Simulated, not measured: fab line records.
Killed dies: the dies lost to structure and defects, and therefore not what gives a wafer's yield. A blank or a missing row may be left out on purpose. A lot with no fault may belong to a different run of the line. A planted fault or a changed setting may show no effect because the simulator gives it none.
Which tool was responsible? || flow sky130 || Sampling: 13 lots, 39 wafers, 4 of 708 route steps

WHAT THE GAUGES SHOWED, per wafer
SKY_SD_N_RS_MEAS_18: uses a four-point probe to measure.
{"lot": "L297", "measured": "day 27 18:21", "on": "film-metro-02", "RES_XHIGH_RS (ohm/sq)": "335.6 334.8 334.3"}
{"lot": "L299", "measured": "day 28 15:29", "on": "film-metro-03", "RES_XHIGH_RS (ohm/sq)": "335.3 334.9 335.5"}
{"lot": "L302", "measured": "day 29 19:48", "on": "film-metro-03", "RES_XHIGH_RS (ohm/sq)": "331.5 333.4 332.7"}
{"lot": "L303", "measured": "day 30 07:00", "on": "film-metro-03", "RES_XHIGH_RS (ohm/sq)": "331.5 332.3 333.3"}
{"lot": "L304", "measured": "day 31 07:46", "on": "film-metro-02", "RES_XHIGH_RS (ohm/sq)": "334.3 333.4 333.7"}
{"lot": "L311", "measured": "day 33 08:36", "on": "film-metro-04", "RES_XHIGH_RS (ohm/sq)": "333.0 332.5 332.4"}
{"lot": "L312", "measured": "day 33 11:40", "on": "film-metro-03", "RES_XHIGH_RS (ohm/sq)": "332.7 333.4 333.2"}
{"lot": "L314", "measured": "day 33 16:25", "on": "film-metro-03", "RES_XHIGH_RS (ohm/sq)": "332.2 332.1 332.2"}
{"lot": "L313", "measured": "day 33 19:38", "on": "film-metro-03", "RES_XHIGH_RS (ohm/sq)": "333.7 333.9 334.6"}
{"lot": "L315", "measured": "day 34 18:23", "on": "film-metro-04", "RES_XHIGH_RS (ohm/sq)": "332.4 333.8 332.5"}
{"lot": "L316", "measured": "day 35 00:28", "on": "film-metro-04", "RES_XHIGH_RS (ohm/sq)": "333.2 332.7 331.5"}
{"lot": "L317", "measured": "day 35 01:36", "on": "film-metro-03", "RES_XHIGH_RS (ohm/sq)": "331.1 332.3 331.7"}
{"lot": "L319", "measured": "day 35 06:29", "on": "film-metro-04", "RES_XHIGH_RS (ohm/sq)": "334.5 334.8 333.5"}

SKY_PAD_OPEN_BOW_MEAS_13.
{"lot": "L297", "measured": "day 45 14:07", "on": "film-metro-01", "PAD_OPEN_BOW (um)": "41 35 48"}
{"lot": "L299", "measured": "day 46 04:29", "on": "film-metro-03", "PAD_OPEN_BOW (um)": "59 42 45"}
{"lot": "L302", "measured": "day 47 01:04", "on": "film-metro-01", "PAD_OPEN_BOW (um)": "47 49 40"}
{"lot": "L303", "measured": "day 47 10:28", "on": "film-metro-04", "PAD_OPEN_BOW (um)": "45 50 58"}
{"lot": "L304", "measured": "day 48 01:58", "on": "film-metro-04", "PAD_OPEN_BOW (um)": "60 44 57"}
{"lot": "L311", "measured": "day 49 11:25", "on": "film-metro-03", "PAD_OPEN_BOW (um)": "54 54 37"}
{"lot": "L312", "measured": "day 49 17:05", "on": "film-metro-04", "PAD_OPEN_BOW (um)": "41 31 43"}
{"lot": "L314", "measured": "day 49 20:48", "on": "film-metro-01", "PAD_OPEN_BOW (um)": "41 54 52"}
{"lot": "L313", "measured": "day 49 22:16", "on": "film-metro-03", "PAD_OPEN_BOW (um)": "50 56 64"}
{"lot": "L315", "measured": "day 50 11:10", "on": "film-metro-04", "PAD_OPEN_BOW (um)": "41 60 48"}
{"lot": "L316", "measured": "day 50 16:32", "on": "film-metro-01", "PAD_OPEN_BOW (um)": "40 34 36"}
{"lot": "L317", "measured": "day 50 16:43", "on": "film-metro-03", "PAD_OPEN_BOW (um)": "65 50 54"}
{"lot": "L319", "measured": "day 50 21:03", "on": "film-metro-03", "PAD_OPEN_BOW (um)": "51 52 54"}

TOOL THAT RAN EACH LOT (tool first, then ch and the chambers of the sampled wafers, then the start)
{"lot": "L297", "SKY_VIA2_CMP_02": "cmp-01 ch 1,3, day 35 01:21", "SKY_METAL5_SPUTTER_01": "pvd-sputter-04, day 42 15:19"}
{"lot": "L299", "SKY_VIA2_CMP_02": "cmp-02 ch 0,1,2, day 35 18:34", "SKY_METAL5_SPUTTER_01": "pvd-sputter-04, day 43 08:34"}
{"lot": "L302", "SKY_VIA2_CMP_02": "cmp-02 ch 1,2,3, day 36 21:59", "SKY_METAL5_SPUTTER_01": "pvd-sputter-01, day 44 07:58"}
{"lot": "L303", "SKY_VIA2_CMP_02": "cmp-02 ch 1,2,3, day 37 09:32", "SKY_METAL5_SPUTTER_01": "pvd-sputter-01, day 44 18:24"}
{"lot": "L304", "SKY_VIA2_CMP_02": "cmp-02 ch 0,1,2, day 38 06:01", "SKY_METAL5_SPUTTER_01": "pvd-sputter-01, day 45 11:59"}
{"lot": "L311", "SKY_VIA2_CMP_02": "cmp-01 ch 0,1,2, day 40 03:56", "SKY_METAL5_SPUTTER_01": "pvd-sputter-03, day 47 00:04"}
{"lot": "L312", "SKY_VIA2_CMP_02": "cmp-01 ch 0,1,3, day 40 06:21", "SKY_METAL5_SPUTTER_01": "pvd-sputter-03, day 47 04:20"}
{"lot": "L314", "SKY_VIA2_CMP_02": "cmp-01 ch 0,1, day 40 11:41", "SKY_METAL5_SPUTTER_01": "pvd-sputter-04, day 47 09:29"}
{"lot": "L313", "SKY_VIA2_CMP_02": "cmp-01 ch 0,1,3, day 40 14:01", "SKY_METAL5_SPUTTER_01": "pvd-sputter-01, day 47 10:01"}
{"lot": "L315", "SKY_VIA2_CMP_02": "cmp-02 ch 2,3, day 41 10:59", "SKY_METAL5_SPUTTER_01": "pvd-sputter-01, day 48 03:16"}
{"lot": "L316", "SKY_VIA2_CMP_02": "cmp-02 ch 0,1,2, day 41 16:37", "SKY_METAL5_SPUTTER_01": "pvd-sputter-01, day 48 08:10"}
{"lot": "L317", "SKY_VIA2_CMP_02": "cmp-02 ch 0,1, day 41 18:53", "SKY_METAL5_SPUTTER_01": "pvd-sputter-04, day 48 08:28"}
{"lot": "L319", "SKY_VIA2_CMP_02": "cmp-01 ch 0,1, day 41 22:52", "SKY_METAL5_SPUTTER_01": "pvd-sputter-03, day 48 14:11"}
- SKY_VIA2_CMP_02: polishes SiO2.
- SKY_METAL5_SPUTTER_01: material TiN, target thk 20 nm, time 16.7 s.

WHAT THE TOOLS THEMSELVES READ (means of the sampled wafers that have a number; where no wafer has one, the mark that the record gives instead)
SKY_VIA2_CMP_02.
{"lot": "L297", "tool": "cmp-01", "motor-current-A (A)": 12.1}
{"lot": "L299", "tool": "cmp-02", "motor-current-A (A)": 11.9}
{"lot": "L302", "tool": "cmp-02", "motor-current-A (A)": 11.1}
{"lot": "L303", "tool": "cmp-02", "motor-current-A (A)": 11.4}
{"lot": "L304", "tool": "cmp-02", "motor-current-A (A)": 12.2}
{"lot": "L311", "tool": "cmp-01", "motor-current-A (A)": 11.6}
{"lot": "L312", "tool": "cmp-01", "motor-current-A (A)": 11.5}
{"lot": "L314", "tool": "cmp-01", "motor-current-A (A)": 11.5}
{"lot": "L313", "tool": "cmp-01", "motor-current-A (A)": 11.5}
{"lot": "L315", "tool": "cmp-02", "motor-current-A (A)": 11.7}
{"lot": "L316", "tool": "cmp-02", "motor-current-A (A)": 11.5}
{"lot": "L317", "tool": "cmp-02", "motor-current-A (A)": 11.5}
{"lot": "L319", "tool": "cmp-01", "motor-current-A (A)": 11.6}

SKY_METAL5_SPUTTER_01.
{"lot": "L297", "tool": "pvd-sputter-04", "throttle-valve-pct (%)": 29.4}
{"lot": "L299", "tool": "pvd-sputter-04", "throttle-valve-pct (%)": 30.4}
{"lot": "L302", "tool": "pvd-sputter-01", "throttle-valve-pct (%)": 29.6}
{"lot": "L303", "tool": "pvd-sputter-01", "throttle-valve-pct (%)": 29.3}
{"lot": "L304", "tool": "pvd-sputter-01", "throttle-valve-pct (%)": 29.8}
{"lot": "L311", "tool": "pvd-sputter-03", "throttle-valve-pct (%)": 29.5}
{"lot": "L312", "tool": "pvd-sputter-03", "throttle-valve-pct (%)": 29.4}
{"lot": "L314", "tool": "pvd-sputter-04", "throttle-valve-pct (%)": 30.5}
{"lot": "L313", "tool": "pvd-sputter-01", "throttle-valve-pct (%)": 30.1}
{"lot": "L315", "tool": "pvd-sputter-01", "throttle-valve-pct (%)": 29.9}
{"lot": "L316", "tool": "pvd-sputter-01", "throttle-valve-pct (%)": 29.7}
{"lot": "L317", "tool": "pvd-sputter-04", "throttle-valve-pct (%)": 30.0}
{"lot": "L319", "tool": "pvd-sputter-03", "throttle-valve-pct (%)": 30.1}

THE ANSWER, worked out from the rows above alone
Rule: what is usual is taken from the lots themselves. Put in order of their means at a reading, lots are off if they are a third of the lots or fewer, leave a main group of 4 or more, and stand apart from it by a gap of 3 or more times the standard deviation of the main group's means; of several such gaps the widest counts. Not used: any main group whose means are identical at the precision the tables above print for the reading. Also off: a lot with no number at a reading for which 4 or more lots have one. The other lots that the step has rows for count as sound. Order of review: gauges by route order, followed by the tools' own readings, for which a lot's mean as printed above is used. At the first step where some lot is off, the reading lying furthest off is the one used; lots without a number count as furthest.
Across all readings shown, no lot is off: no conclusion can be drawn from this.

WHAT THE SIMULATOR HAD INSERTED
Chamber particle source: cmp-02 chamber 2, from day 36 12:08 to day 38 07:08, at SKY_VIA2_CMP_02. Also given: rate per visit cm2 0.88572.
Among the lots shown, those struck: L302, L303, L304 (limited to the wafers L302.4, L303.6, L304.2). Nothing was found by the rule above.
